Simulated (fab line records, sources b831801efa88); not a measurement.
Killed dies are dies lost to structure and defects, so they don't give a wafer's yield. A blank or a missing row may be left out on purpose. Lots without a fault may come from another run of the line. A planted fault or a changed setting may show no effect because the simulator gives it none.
fab line records | flow gf180mcu
record lots=15 wafers=45 last_day=34
route steps=602 shown CONTACT@298 M2@366 V2@400
lots that met no fault: from a run of the same line without faults
start_h: hours from the record's first day to the start of the lot's first wafer shown | wait_h: hours since the lot's step before | " the same as in the row above | L1.1+2: a row that stands for several wafers | - no value, or no start given | * or withheld: withheld | < > ~ a bound
route shown NAME@n: a module of which the file shows steps, and the number in the route of the first | usual: mean/standard deviation of fault-free wafers | same: alike in all rows | chamber/n: place in a boat | sites: the reading at each site | _std_site: their standard deviation | _edge_site: outer sites' mean less inner sites' | radius_mm: how far each site lies from the wafer's centre | mask NAME#n: copy n | behind: the tool/chamber that last shaped the wafer | hold: why the lot was held/for how many hours/how that ended | device: the transistor (n, p or np) that didn't switch | end of line: the same wafers' tests at the end of the route | a step without rows: its recipe alone | killed: dies lost to structure and defects at the first sort, not the wafer's yield | map: a wafer's dies, x killed, . not, _ none there
set.NAME: the setting as run; set.NAME@STEP: as run at that earlier step | model.NAME: the simulator's own value behind a step, which no gauge read
steps of the route over a sample of lots; a table a step, a row a wafer
services: from which hour (start_h, from the record's first day; less than 0 if before it) a tool's chamber was out of use, for how many hours, and why
## steps
# step GF_CONTACT_EXPOSE_11
# recipe mask_id=Contact target_cd_nm=220 na=0.68 source_shape=conventional sigma_outer=0.6 dose_mj=38
# usual exposure_dose_mJ_cm2=37.98/0.05 focus_offset_nm=0.0/0.51
# columns lot.wafer tool chamber start_h wait_h mask exposure_dose_mJ_cm2 focus_offset_nm
L635.3 krf_scanner-01 0 373.67 - Contact#0 37.90 0.0
L635.4 " 0 " " Contact#0 37.91 -0.6
L635.6 " 0 " " Contact#0 37.95 -0.3
L638.1 krf_scanner-02 0 394.82 - Contact#0 38.00 -0.6
L638.2 " 0 " " Contact#0 38.03 -0.4
L638.3 " 0 " " Contact#0 38.05 -0.4
L641.2 krf_scanner-02 0 417.97 - Contact#0 37.99 0.2
L641.3 " 0 " " Contact#0 37.96 0.4
L641.4 " 0 " " Contact#0 37.98 1.0
L642.1 krf_scanner-02 - 426.40 - Contact#0 - -
L642.3 " - " " Contact#0 - -
L642.4 " - " " Contact#0 - -
L643.2 krf_scanner-01 - 436.35 - Contact#0 - -
L643.3 " - " " Contact#0 - -
L643.5 " - " " Contact#0 - -
L644.1 krf_scanner-02 - 442.14 - Contact#0 - -
L644.2 " - " " Contact#0 - -
L644.3 " - " " Contact#0 - -
L646.1 krf_scanner-02 0 456.23 - Contact#0 37.95 0.0
L646.4 " 0 " " Contact#0 37.96 -0.2
L646.5 " 0 " " Contact#0 37.94 -0.2
L648.3 krf_scanner-02 0 478.22 - Contact#0 37.90 -0.1
L648.5 " 0 " " Contact#0 37.95 -0.2
L648.6 " 0 " " Contact#0 37.94 -0.4
L649.1 krf_scanner-01 0 481.83 - Contact#0 38.01 0.0
L649.2 " 0 " " Contact#0 38.03 -0.7
L649.4 " 0 " " Contact#0 38.04 -0.2
L650.1 krf_scanner-02 0 491.93 - Contact#0 38.03 0.3
L650.3 " 0 " " Contact#0 37.99 0.5
L650.4 " 0 " " Contact#0 38.02 0.6
L652.3 krf_scanner-02 0 505.03 - Contact#0 37.96 -0.7
L652.5 " 0 " " Contact#0 38.01 0.1
L652.6 " 0 " " Contact#0 38.03 -0.7
L653.1 krf_scanner-01 0 511.03 - Contact#0 37.96 0.4
L653.5 " 0 " " Contact#0 37.91 0.6
L653.6 " 0 " " Contact#0 37.94 -0.8
L654.1 krf_scanner-01 0 521.50 - Contact#0 37.89 0.7
L654.3 " 0 " " Contact#0 37.92 0.7
L654.4 " 0 " " Contact#0 37.97 0.7
L655.1 krf_scanner-02 0 532.63 - Contact#0 38.08 0.8
L655.3 " 0 " " Contact#0 38.08 0.7
L655.5 " 0 " " Contact#0 38.06 0.5
L657.3 krf_scanner-02 0 540.29 - Contact#0 38.08 0.3
L657.5 " 0 " " Contact#0 38.00 1.1
L657.6 " 0 " " Contact#0 38.03 -0.5
# step GF_CONTACT_CD_MEAS_14
# recipe target_cd_nm=220
# usual cd_nm=219.8/1.4
# columns lot.wafer tool chamber start_h wait_h cd_nm
L635.3 cd_sem-01 - 385.10 0.1 217.6
L635.4 " - " " 218.8
L635.6 " - " " 218.3
L638.1 cd_sem-02 - 406.11 0.1 220.2
L638.2 " - " " 218.8
L638.3 " - " " 220.2
L641.2 cd_sem-01 - 429.64 0.1 220.8
L641.3 " - " " 219.3
L641.4 " - " " 220.6
L642.1 cd_sem-01 - 437.85 0.1 -
L642.3 " - " " -
L642.4 " - " " -
L643.2 cd_sem-02 - 447.97 0.1 -
L643.3 " - " " -
L643.5 " - " " -
L644.1 cd_sem-02 - 454.17 0.1 -
L644.2 " - " " -
L644.3 " - " " -
L646.1 cd_sem-02 - 467.80 0.1 217.8
L646.4 " - " " 219.6
L646.5 " - " " 218.3
L648.3 cd_sem-01 - 490.14 0.1 221.7
L648.5 " - " " 221.2
L648.6 " - " " 219.9
L649.1 cd_sem-01 - 493.82 0.1 219.3
L649.2 " - " " 220.5
L649.4 " - " " 221.1
L650.1 cd_sem-02 - 503.52 0.1 220.5
L650.3 " - " " 219.4
L650.4 " - " " 220.2
L652.3 cd_sem-01 - 516.49 0.1 221.6
L652.5 " - " " 221.0
L652.6 " - " " 220.4
L653.1 cd_sem-01 - 522.75 0.1 217.2
L653.5 " - " " 215.6
L653.6 " - " " 216.3
L654.1 cd_sem-02 - 532.92 0.2 219.9
L654.3 " - " " 217.8
L654.4 " - " " 218.7
L655.1 cd_sem-02 - 543.47 0.1 220.3
L655.3 " - " " 219.3
L655.5 " - " " 218.9
L657.3 cd_sem-01 - 550.64 0.1 219.8
L657.5 " - " " 218.6
L657.6 " - " " 218.9
# step GF_M2_SPUTTER_04
# recipe material=TiN target_thk_nm=50 power_w=6500 time_s=41.7 chamber_pressure_pa=0.4
# usual chamber_pressure_pa=0.4000/0.00084 throttle_valve_pct=30.0/1.1
# columns lot.wafer tool chamber start_h wait_h chamber_pressure_pa throttle_valve_pct
L635.3 pvd_sputter-03 - 436.41 0.0 0.4009 28.6
L635.4 " - " " 0.4000 30.9
L635.6 " - " " 0.3999 30.9
L638.1 pvd_sputter-04 - 459.26 0.0 0.4002 31.3
L638.2 " - " " 0.3986 29.9
L638.3 " - " " 0.3987 29.2
L641.2 pvd_sputter-03 - 482.37 0.0 0.4003 28.8
L641.3 " - " " 0.3986 28.7
L641.4 " - " " 0.3998 29.3
L646.1 pvd_sputter-01 - 520.11 0.0 0.3996 32.0
L646.4 " - " " 0.3996 29.4
L646.5 " - " " 0.4009 29.8
L648.3 pvd_sputter-03 - 540.65 0.0 0.4009 29.0
L648.5 " - " " 0.3996 29.4
L648.6 " - " " 0.3989 29.0
L649.1 pvd_sputter-04 - 543.85 0.0 0.4002 32.1
L649.2 " - " " 0.3989 29.2
L649.4 " - " " 0.4004 30.1
L650.1 pvd_sputter-04 - 553.21 0.0 0.4001 31.9
L650.3 " - " " 0.4012 31.2
L650.4 " - " " 0.4018 29.1
L652.3 pvd_sputter-03 - 566.40 0.0 0.3995 29.2
L652.5 " - " " 0.4007 28.7
L652.6 " - " " 0.3999 31.0
L653.1 pvd_sputter-01 - 571.92 0.0 0.3976 29.5
L653.5 " - " " 0.3993 29.8
L653.6 " - " " 0.3981 29.3
L654.1 pvd_sputter-03 - 581.67 0.0 0.3995 31.1
L654.3 " - " " 0.4032 28.8
L654.4 " - " " 0.4012 29.1
L655.1 pvd_sputter-04 - 591.34 0.0 0.4003 29.2
L655.3 " - " " 0.4017 29.5
L655.5 " - " " 0.3981 31.3
L657.3 pvd_sputter-03 - 598.31 0.0 0.3995 30.8
L657.5 " - " " 0.4006 30.9
L657.6 " - " " 0.3998 28.8
# step GF_V2_STRIP_18
# recipe chemistry=O2/N2 power_w=1400 pressure_mtorr=1500 platen_temp_c=250 o2_flow_sccm=3000 n2_flow_sccm=300 overash_fraction=0.5
# usual drypump_motor_current_A=5.7/0.37 heater_power_w=337/37 oes_product_au=0.593/0.0049
# columns lot.wafer tool chamber start_h wait_h drypump_motor_current_A heater_power_w oes_product_au rf_hours_counter_h
L635.3 plasma_asher-04 0 486.64 - 6.0 341 0.585 -
L635.4 " 1 " " 5.9 350 0.592 -
L635.6 " 0 " " 5.9 343 0.593 -
L638.1 plasma_asher-03 0 508.75 - 6.2 262 0.594 9
L638.2 " 1 " " 5.3 312 0.592 9
L638.3 " 1 " " 5.3 301 0.592 -
L641.2 plasma_asher-03 0 530.65 - 6.2 264 0.595 11
L641.3 " 0 " " 6.2 266 0.601 -
L641.4 " 1 " " 5.3 310 0.599 -
L646.1 plasma_asher-04 1 566.90 - 5.9 344 0.592 48
L646.4 " 0 " " 6.0 348 0.598 -
L646.5 " 0 " " 6.0 340 0.603 -
L648.3 plasma_asher-01 1 584.87 - 5.4 379 0.594 -
L648.5 " 1 " " 5.4 376 0.595 -
L648.6 " 0 " " 5.2 373 0.595 -
L649.1 plasma_asher-04 1 588.90 - 5.9 344 0.601 51
L649.2 " 0 " " 6.0 349 0.596 51
L649.4 " 1 " " 5.9 357 0.583 -
L650.1 plasma_asher-04 0 598.15 - 5.9 337 0.584 53
L650.3 " 0 " " 5.9 351 0.602 -
L650.4 " 1 " " 5.9 343 0.591 -
L652.3 plasma_asher-01 0 609.92 - 5.2 361 0.598 -
L652.5 " 0 " " 5.2 368 0.598 -
L652.6 " 1 " " 5.4 378 0.588 -
L653.1 plasma_asher-01 0 614.73 - 5.3 373 0.586 84
L653.5 " 0 " " 5.2 359 0.580 -
L653.6 " 1 " " 5.3 380 0.597 -
L654.1 plasma_asher-01 1 624.00 - 5.4 386 0.593 85
L654.3 " 1 " " 5.4 381 0.600 -
L654.4 " 0 " " 5.2 370 0.585 -
L655.1 plasma_asher-04 0 633.75 - 6.0 345 0.599 57
L655.3 " 1 " " 5.9 344 0.588 -
L655.5 " 0 " " 5.9 348 0.605 -
L657.3 plasma_asher-04 0 641.09 - 5.9 338 0.603 -
L657.5 " 0 " " 5.9 343 0.592 -
L657.6 " 1 " " 5.9 346 0.598 -
## services
# columns tool chamber start_h hours kind
krf_scanner-01 - 363.02 2.0 repair
krf_scanner-01 - 390.26 1.0 pm
krf_scanner-02 - 392.64 2.1 repair
krf_scanner-01 - 396.95 4.0 pm
krf_scanner-02 - 402.00 0.8 pm
krf_scanner-01 - 408.56 1.3 pm
krf_scanner-01 - 414.31 0.9 repair
plasma_asher-04 - 434.84 2.8 pm
krf_scanner-02 - 435.10 3.3 repair
krf_scanner-01 - 450.05 0.8 pm
krf_scanner-02 - 461.78 1.3 pm
krf_scanner-02 - 469.11 4.0 pm
krf_scanner-02 - 505.69 1.0 pm
pvd_sputter-03 - 506.28 1.1 repair
krf_scanner-02 - 520.47 3.6 pm
krf_scanner-01 - 559.26 1.0 pm
krf_scanner-02 - 563.50 7.2 pm
krf_scanner-02 - 570.80 0.8 pm
krf_scanner-02 - 583.77 0.7 repair
krf_scanner-01 - 584.51 1.3 pm
pvd_sputter-03 - 591.05 4.6 repair
krf_scanner-01 - 618.85 0.8 pm
krf_scanner-01 - 629.34 4.4 pm
krf_scanner-02 - 637.78 1.3 pm
## key
first_sign step=GF_CONTACT_EXPOSE_11 reading=tool_record direction=missing
effect none on later readings
met_at GF_CONTACT_EXPOSE_11
struck_lots L642,L643,L644
later_rows_left_out L642.1,L642.3,L642.4,L643.2,L643.3,L643.5,L644.1,L644.2,L644.3
sort_left_out L642.1,L642.3,L642.4,L643.2,L643.3,L643.5,L644.1,L644.2,L644.3
tester_left_out L642,L643,L644
not_acting_at GF_CONTACT_CD_MEAS_14,GF_M2_SPUTTER_04,GF_V2_STRIP_18
onset_between 417.97 426.40
fault kind=skipped_step_whole tool=krf_scanner-01,krf_scanner-02 chamber=- onset_h=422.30 steps=GF_CONTACT_EXPOSE_11 scope=struck_lots_only
# tester_left_out: of these lots the tester's yield and bins aren't shown, on N5 and GAA mostly nor the transistor test; their killed dies are dies lost to structure and defects alone, not to doping, threshold or leakage, so they don't give the yield
# sort_left_out: the simulated sort isn't trusted on such a fault, so these wafers' sort isn't shown, and their yield isn't known
# later_rows_left_out: the simulator's readings of these wafers behind a module that went badly wrong aren't trusted and aren't shown, but for the sort
